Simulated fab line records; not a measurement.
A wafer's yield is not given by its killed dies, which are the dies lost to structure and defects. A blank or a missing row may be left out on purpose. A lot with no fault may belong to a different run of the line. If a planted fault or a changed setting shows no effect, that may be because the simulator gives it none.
A lot that was struck, set against a sound lot || flow gf180mcu || 21 out of 602 route steps
Sound: wafers L858.1, L858.2, L858.5. The struck wafers were L862.1, L862.4, L862.5. The cause is given at the end.
At each step with rows: each side's tool, then ch and its chambers, then its first start. Under that, the readings that differ: sound wafers || struck wafers || difference of the means || sigmas: that difference in standard deviations of wafers without a fault.
alike: readings whose means differ by less than 2 such deviations, and words and numbers that are the same on both sides. not compared: withheld readings, readings that some wafer has no value for, bounds like >300 that may hide the same value, and numbers for which the record gives no deviation and whose values overlap.
The two part at a step that has a row with sigmas, a row that says differs or no value, or rows on one side only. Numbers that don't overlap but have no deviation are shown without sigmas and don't part them. A reading missing from all wafers of one side parts the sides only when that side holds two or more wafers.

first, 3 steps without rows for these wafers: GF_MVPSD_EXPOSE_04 (exposes mask MVPSD, target cd 1000 nm); GF_MVPSD_PEB_05; GF_MVPSD_DEVELOP_06 (develop time 60 s).
GF_MVPSD_OVL_MEAS_07:
  sound on overlay-01, day 5 20:37; struck on overlay-01, day 6 18:28
  alike: MVPSD_OVL
then, 2 steps without rows for these wafers: GF_MVPSD_IMPLANT_08; GF_MVPSD_IMPLANT_09.
GF_MVPSD_STRIP_10: strips in O2/N2.
  sound on plasma asher-01 ch 0,1, day 5 20:57; struck on plasma asher-03 ch 0,1, day 6 18:48
  alike: chamber pressure mTorr, drypump motor current A, heater power w, oes product au, strip time to endpoint s
  not compared: rf hours counter h
GF_MVPSD_TW_MEAS_11:
  sound on film metro-04, day 5 21:03; struck on film metro-02, day 6 18:54
  alike: MVPSD_TW
then, 4 steps without rows for these wafers: GF_VT_IMPLANT_DEHYDRATE_00 (time 60 s); GF_VT_IMPLANT_HMDS_01 (prime time 60 s); GF_VT_IMPLANT_COAT_02 (resist thk 1000 nm); GF_VT_IMPLANT_SOFTBAKE_03 (time 60 s).
GF_VT_IMPLANT_EXPOSE_04: exposes mask LVPWELL LV AREA, target cd 600 nm.
  sound on iline stepper-02 ch 0, day 6 04:16; struck on iline stepper-01 ch 0, day 7 03:04
{"reading": "mask", "sound": "LVPWELL_LV_AREA#0 LVPWELL_LV_AREA#0 LVPWELL_LV_AREA#0", "struck": "MVPSD#0 MVPSD#0 MVPSD#0", "difference": "differs", "sigmas": ""}
then, 2 steps without rows for these wafers: GF_VT_IMPLANT_PEB_05; GF_VT_IMPLANT_DEVELOP_06 (develop time 60 s).
GF_VT_IMPLANT_OVL_MEAS_07:
  sound on overlay-01, day 6 11:44; struck on overlay-02, day 7 10:32
{"reading": "VT_IMPLANT_OVL (nm)", "sound": "0.7 1.3 0.5", "struck": "- - -", "difference": "no value on the struck wafers", "sigmas": ""}
then, 1 step without rows for these wafers: GF_VT_IMPLANT_IMPLANT_08.
GF_VT_IMPLANT_STRIP_09: strips in O2/N2.
  sound on plasma asher-03 ch 0,1, day 6 11:56; struck on plasma asher-03 ch 0,1, day 7 10:44
{"reading": "strip time to endpoint s (s)", "sound": "12.673 12.674 12.684", "struck": "12.581 12.637 12.606", "difference": -0.069, "sigmas": -3}
  alike: chamber pressure mTorr, drypump motor current A, heater power w, oes product au
  not compared: rf hours counter h
GF_VT_IMPLANT_TW_MEAS_10:
  sound on film metro-03, day 6 12:02; struck on film metro-04, day 7 10:50
{"reading": "VT_IMPLANT_TW", "sound": "561 558 557", "struck": "30 30 30", "difference": -529, "sigmas": -87}
then, 1 step without rows for these wafers: GF_VT_IMPLANT_DEHYDRATE_11 (time 60 s).
-- record jumps: 24 days separate the struck wafers' starts on either side; left off in module VT_IMPLANT, taken up again in module PASSIVATION, whose first shown step is the route's number 602 --
GF_PASSIVATION_PROBE_99:
  the record has rows for the struck wafers here (prober-02, day 31 06:56) and none for the sound ones

## WHERE THEY PART
Last at GF_PASSIVATION_PROBE_99 as far as this record goes, first at GF_VT_IMPLANT_EXPOSE_04.

WHY: what the simulator had put in
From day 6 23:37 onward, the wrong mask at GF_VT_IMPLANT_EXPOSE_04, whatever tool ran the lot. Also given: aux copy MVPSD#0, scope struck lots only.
